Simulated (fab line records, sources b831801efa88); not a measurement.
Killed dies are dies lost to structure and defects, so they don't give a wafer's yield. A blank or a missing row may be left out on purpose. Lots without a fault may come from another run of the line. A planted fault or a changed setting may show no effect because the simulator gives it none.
Which tool did it? | flow gf180mcu | 12 lots, 36 wafers sampled, at 1 step of a route of 602

WHAT THE GAUGES READ, wafer by wafer
GF_V2_BOW_MEAS_05.
lot  | measured     | on            | V2_BOW (um)
L075 | day 19 13:02 | film_metro-02 | 98 99 90
L077 | day 20 07:51 | film_metro-02 | 88 88 90
L079 | day 21 06:57 | film_metro-01 | 102 95 97
L081 | day 21 22:23 | film_metro-01 | 97 101 95
L083 | day 22 19:50 | film_metro-02 | 100 97 107
L085 | day 23 11:26 | film_metro-01 | 89 84 91
L087 | day 24 03:00 | film_metro-02 | 99 97 96
L088 | day 24 19:21 | film_metro-03 | 85 96 90
L091 | day 25 13:21 | film_metro-02 | 96 85 100
L093 | day 25 21:34 | film_metro-03 | 113 102 96
L095 | day 26 12:06 | film_metro-02 | 87 95 84
L096 | day 27 02:39 | film_metro-02 | 96 88 106

WHICH TOOL RAN EACH LOT (tool, then ch and the chambers of the sampled wafers, then the start)
The record holds no process step before these readings.

THE ANSWER, worked out from the rows above alone
Rule: what is usual is taken from the lots themselves. Put in order of their means at a reading, lots are off if they are a third of the lots or fewer, leave a main group of 4 or more, and stand apart from it by a gap of 3 or more times the standard deviation of the main group's means; of several such gaps the widest counts. A main group whose means are all the same, to the digits that the tables above print for the reading, isn't used. A lot without any number at a reading at which 4 lots or more have one is off too. The other lots that the step has rows for count as sound.
No lot is off at any reading shown: from this, nothing can be told.

WHAT THE SIMULATOR HAD PUT IN
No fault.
